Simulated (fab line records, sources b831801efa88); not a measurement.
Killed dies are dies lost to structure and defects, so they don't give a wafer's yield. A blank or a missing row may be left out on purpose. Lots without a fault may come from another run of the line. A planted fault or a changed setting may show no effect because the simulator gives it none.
Which tool did it? | flow gf180mcu | 13 lots, 39 wafers sampled, at 6 steps of a route of 602

WHAT THE GAUGES READ, wafer by wafer
GF_PSD_RS_MEAS_14: measures by four-point-probe. Usual: NSD_RS 46.16 ohm/sq, standard deviation 0.085.
lot  | measured     | on            | NSD_RS (ohm/sq)   | flag
L544 | day 14 00:57 | film_metro-01 | 46.14 46.10 46.17 |
L545 | day 14 15:04 | film_metro-03 | 46.16 45.99 46.04 |
L546 | day 14 23:22 | film_metro-03 | 46.16 46.20 46.13 |
L547 | day 15 02:32 | film_metro-03 | 46.09 46.01 46.10 |
L548 | day 15 16:59 | film_metro-03 | 46.05 46.12 46.03 |
L551 | day 16 21:05 | film_metro-04 | 46.26 46.20 46.25 |
L557 | day 18 21:08 | film_metro-01 | 43.15 43.20 43.17 | OFF
L559 | day 19 16:19 | film_metro-01 | 43.13 43.12 43.12 | OFF
L560 | day 19 20:28 | film_metro-04 | 43.17 43.13 43.17 | OFF
L562 | day 20 13:14 | film_metro-04 | 46.31 46.29 46.29 |
L565 | day 21 12:20 | film_metro-03 | 46.28 46.20 46.25 |
L566 | day 21 23:49 | film_metro-04 | 46.09 46.15 46.23 |
L567 | day 22 06:17 | film_metro-04 | 46.33 46.22 46.18 |

GF_PSD_RS_MEAS_15: measures by four-point-probe. Usual: PSD_RS 108.67 ohm/sq, standard deviation 0.28.
lot  | measured     | on            | PSD_RS (ohm/sq)      | flag
L544 | day 14 01:04 | film_metro-01 | 108.16 108.49 108.38 |
L545 | day 14 15:11 | film_metro-03 | 108.38 108.73 108.54 |
L546 | day 14 23:29 | film_metro-03 | 108.56 108.32 108.46 |
L547 | day 15 02:40 | film_metro-03 | 108.66 108.41 108.89 |
L548 | day 15 17:07 | film_metro-03 | 108.29 108.48 108.47 |
L551 | day 16 21:13 | film_metro-04 | 108.78 108.21 108.35 |
L557 | day 18 21:16 | film_metro-01 | 99.89 99.71 99.92    | OFF
L559 | day 19 16:26 | film_metro-01 | 99.59 99.91 99.92    | OFF
L560 | day 19 20:35 | film_metro-04 | 99.84 99.70 99.65    | OFF
L562 | day 20 13:22 | film_metro-04 | 109.38 109.17 109.17 |
L565 | day 21 12:28 | film_metro-03 | 109.08 108.70 108.32 |
L566 | day 21 23:56 | film_metro-04 | 108.95 109.19 108.96 |
L567 | day 22 06:24 | film_metro-04 | 108.78 108.91 108.99 |

GF_SAB_OVL_MEAS_10. Usual: SAB_OVL 0.1 nm, standard deviation 1.5.
lot  | measured     | on         | SAB_OVL (nm)   | flag
L544 | day 14 21:35 | overlay-02 | 2.8 2.8 3.1    |
L545 | day 15 12:11 | overlay-01 | -1.0 -2.2 -1.2 |
L546 | day 15 21:05 | overlay-02 | 1.1 -0.5 -1.8  |
L547 | day 15 23:54 | overlay-02 | 0.9 1.2 0.4    |
L548 | day 16 14:43 | overlay-02 | 0.6 -1.7 0.3   |
L551 | day 17 20:22 | overlay-01 | -2.2 -2.2 -0.6 |
L557 | day 19 21:46 | overlay-02 | -0.6 -1.6 1.5  |
L559 | day 20 16:41 | overlay-02 | -0.9 0.7 0.6   |
L560 | day 20 20:41 | overlay-02 | 2.2 -1.5 2.8   |
L562 | day 21 13:26 | overlay-01 | -2.6 -1.2 1.2  |
L565 | day 22 12:28 | overlay-01 | -0.7 -1.3 -2.6 |
L566 | day 22 23:42 | overlay-02 | 3.4 2.2 2.2    |
L567 | day 23 06:05 | overlay-02 | -0.5 1.0 -0.1  |

GF_M1_RS_MEAS_05: measures by four-point-probe. Usual: M1_ALCU_RS 0.0685 ohm/sq, standard deviation 0.00063.
lot  | measured     | on            | M1_ALCU_RS (ohm/sq)  | flag
L544 | day 15 21:47 | film_metro-01 | 0.0682 0.0687 0.0685 |
L545 | day 16 12:49 | film_metro-04 | 0.0677 0.0686 0.0676 |
L546 | day 16 21:44 | film_metro-04 | 0.0676 0.0689 0.0679 |
L547 | day 17 00:33 | film_metro-01 | 0.0685 0.0693 0.0687 |
L548 | day 17 16:46 | film_metro-01 | 0.0683 0.0699 0.0686 |
L551 | day 19 00:14 | film_metro-03 | 0.0683 0.0679 0.0678 |
L557 | day 21 00:37 | film_metro-04 | 0.0687 0.0679 0.0679 |
L559 | day 21 19:07 | film_metro-04 | 0.0679 0.0685 0.0680 |
L560 | day 21 23:31 | film_metro-04 | 0.0691 0.0690 0.0691 |
L562 | day 22 16:14 | film_metro-04 | 0.0690 0.0687 0.0691 |
L565 | day 23 16:07 | film_metro-04 | 0.0689 0.0685 0.0686 |
L566 | day 24 02:10 | film_metro-03 | 0.0670 0.0689 0.0687 |
L567 | day 24 08:19 | film_metro-04 | 0.0687 0.0686 0.0682 |

GF_V1_THK_MEAS_03. Usual: V1_CVD_02_THK 853 nm, standard deviation 11.
lot  | measured     | on            | V1_CVD_02_THK (nm) | flag
L544 | day 16 20:52 | film_metro-04 | 854 868 859        |
L545 | day 17 11:18 | film_metro-01 | 862 861 867        |
L546 | day 17 21:32 | film_metro-04 | 854 853 859        |
L547 | day 18 00:43 | film_metro-04 | 836 841 841        |
L548 | day 18 17:17 | film_metro-04 | 851 863 879        |
L551 | day 20 01:31 | film_metro-04 | 857 856 875        |
L557 | day 22 00:58 | film_metro-02 | 840 860 872        |
L559 | day 22 19:44 | film_metro-02 | 849 854 857        |
L560 | day 22 23:45 | film_metro-01 | 842 857 865        |
L562 | day 23 17:20 | film_metro-02 | 856 861 867        |
L565 | day 24 15:56 | film_metro-02 | 847 844 825        |
L566 | day 25 01:34 | film_metro-01 | 824 854 843        |
L567 | day 25 07:50 | film_metro-01 | 856 859 861        |

WHICH TOOL RAN EACH LOT (tool, then ch and the chambers of the sampled wafers, then the start)
lot  | GF_PSD_RTA_13
L544 | rtp_anneal-01 ch 0, day 14 00:51
L545 | rtp_anneal-02 ch 0, day 14 14:58
L546 | rtp_anneal-01 ch 0, day 14 23:16
L547 | rtp_anneal-01 ch 0, day 15 02:28
L548 | rtp_anneal-01 ch 0, day 15 16:54
L551 | rtp_anneal-01 ch 0, day 16 21:00
L557 | rtp_anneal-01 ch 0, day 18 21:03
L559 | rtp_anneal-01 ch 0, day 19 16:14
L560 | rtp_anneal-01 ch 0, day 19 20:23
L562 | rtp_anneal-02 ch 0, day 20 13:08
L565 | rtp_anneal-02 ch 0, day 21 12:16
L566 | rtp_anneal-01 ch 0, day 21 23:43
L567 | rtp_anneal-02 ch 0, day 22 06:07
- GF_PSD_RTA_13: time 20 s.

WHAT THE TOOLS THEMSELVES READ (means of the sampled wafers that have a number; where no wafer has one, the mark that the record gives instead)
GF_PSD_RTA_13. Usual: lamp_power_pct 33.8 %, standard deviation 2.1; wafer_temp_C_max 1030.7, standard deviation 1.2.
lot  | tool          | lamp_power_pct (%) | wafer_temp_C_max | flag
L544 | rtp_anneal-01 | 35.8               | 1032.1           |
L545 | rtp_anneal-02 | 31.6               | 1031.3           |
L546 | rtp_anneal-01 | 35.8               | 1030.2           |
L547 | rtp_anneal-01 | 35.8               | 1030.4           |
L548 | rtp_anneal-01 | 35.8               | 1031.7           |
L551 | rtp_anneal-01 | 35.8               | 1030.5           |
L557 | rtp_anneal-01 | 37.8               | 1052.1           | OFF
L559 | rtp_anneal-01 | 37.7               | 1050.4           | OFF
L560 | rtp_anneal-01 | 37.8               | 1051.1           | OFF
L562 | rtp_anneal-02 | 31.5               | 1030.0           |
L565 | rtp_anneal-02 | 31.6               | 1029.6           |
L566 | rtp_anneal-01 | 35.8               | 1031.1           |
L567 | rtp_anneal-02 | 31.6               | 1030.6           |

THE ANSWER, worked out from the rows above alone
Rule: a lot is off if the mean of its wafers that have a number lies more than 3 standard deviations from the usual mean. A lot without any number at a reading at which 4 lots or more have one is off too. The other lots that the step has rows for count as sound. The gauges are gone through in route order, then the tools' own readings, and for those a lot's mean is taken as printed above. The first step at which some lot is off is used, and at that step the reading that is off furthest; a lot without a number counts as furthest.
Off: L557, L559, L560, at GF_PSD_RS_MEAS_14 (NSD_RS).
A tool fits if, at a process step before that reading, it ran every lot that is off, and no sound lot after the first of them. The gauges at GF_PSD_RS_MEAS_14 aren't tried: what is off there is off at GF_PSD_RTA_13 too, on other tools, and a gauge's error can't cause that. None of those tried fits.

WHAT THE SIMULATOR HAD PUT IN
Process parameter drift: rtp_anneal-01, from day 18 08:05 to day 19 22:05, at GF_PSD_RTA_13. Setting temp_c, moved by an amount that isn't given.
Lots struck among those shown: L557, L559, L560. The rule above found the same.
